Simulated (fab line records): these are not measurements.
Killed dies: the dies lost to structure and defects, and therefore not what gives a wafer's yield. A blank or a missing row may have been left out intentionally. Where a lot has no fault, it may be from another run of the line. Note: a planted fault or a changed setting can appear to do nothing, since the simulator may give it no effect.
A lot that was struck, set against a sound lot	flow gf180mcu	14 steps out of a route of 602
Sound: wafers L702.2, L702.4, L702.5. Struck: wafers L699.1, L699.2, L699.5. At the end, the cause is stated.
Each step with rows lists, per side, the tool, then ch with its chambers, then its first start. Under that, the readings that differ: sound wafers	struck wafers	difference of the means	sigmas: that difference in standard deviations of wafers without a fault.
alike: a reading whose means differ by less than 2 such deviations, as well as words and numbers matching on both sides. not compared: withheld readings; readings where some wafer has no value; bounds like >300 that might hide an equal value; numbers whose values overlap and for which the record gives no deviation.
A row with sigmas, a row that says differs or no value, or rows on one side alone: a step with any of these is where the two part. Non-overlapping numbers with no deviation appear without sigmas and do not part them. Lack of a reading on every wafer of one side parts them only where that side has two or more wafers.

GF_M2_SPUTTER_01: material TiN, target thk 30 nm, time 25 s.
  sound: pvd_sputter-01 at day 25 18:58; struck: pvd_sputter-02 at day 24 19:54
  alike: cathode_dc_power_W, throttle_valve_pct
GF_M2_SPUTTER_02: material AlCu, target thk 450 nm, time 23.9 s.
  sound: pvd_sputter-01 at day 25 19:00; struck: pvd_sputter-02 at day 24 19:56
  alike: cathode_dc_power_W, throttle_valve_pct
GF_M2_SPUTTER_03: material Ti, target thk 10 nm, time 6.7 s.
  sound: pvd_sputter-01 at day 25 19:02; struck: pvd_sputter-02 at day 24 19:58
  alike: cathode_dc_power_W, throttle_valve_pct
GF_M2_SPUTTER_04: material TiN, target thk 50 nm, time 41.7 s.
  sound: pvd_sputter-01 at day 25 19:03; struck: pvd_sputter-02 at day 24 19:59
  alike: cathode_dc_power_W, throttle_valve_pct
GF_M2_RS_MEAS_05: uses a four-point probe to measure.
  sound: film_metro-01 at day 25 19:07; struck: film_metro-02 at day 24 20:01
  alike: M2_ALCU_RS
GF_M2_THK_MEAS_06: measures by xrf.
  sound: film_metro-01 at day 25 19:13; struck: film_metro-02 at day 24 20:08
  alike: M2_ALCU_THK
then, 6 steps without rows for these wafers: GF_M2_DEHYDRATE_07 (time 60 s); GF_M2_HMDS_08 (prime time 60 s); GF_M2_COAT_09 (resist thk 1000 nm); GF_M2_SOFTBAKE_10 (time 60 s); GF_M2_EXPOSE_11 (exposes mask Metal2, target cd 280 nm); GF_M2_PEB_12 (peb time 90 s).
GF_M2_DEVELOP_13: develop time 60 s.
  struck on litho_track-01, day 25 16:40; sound on litho_track-01 ch 0, day 26 14:59
  no value came back on the struck wafers for chill_plate_temp_C (C), develop_time_s (s); on the sound wafers chill_plate_temp_C (C) reads 23.15 23.08 22.96
reading	sound	struck	difference	sigmas
model.KrF_of_M2_COAT_09.thk_nm (nm)	991.8 988.5 993.5	1003 1000 999	+9	
GF_M2_CD_MEAS_14: the cd target is 280 nm.
  sound: cd_sem-02 at day 26 15:08; struck: cd_sem-01 at day 25 16:49
reading	sound	struck	difference	sigmas
cd_nm (nm)	280.2 280.5 279.9	- - -	no value on the struck wafers	

WHERE THEY PART
At GF_M2_DEVELOP_13 first; at GF_M2_CD_MEAS_14 last (within this record only).

WHY: what the simulator had put in
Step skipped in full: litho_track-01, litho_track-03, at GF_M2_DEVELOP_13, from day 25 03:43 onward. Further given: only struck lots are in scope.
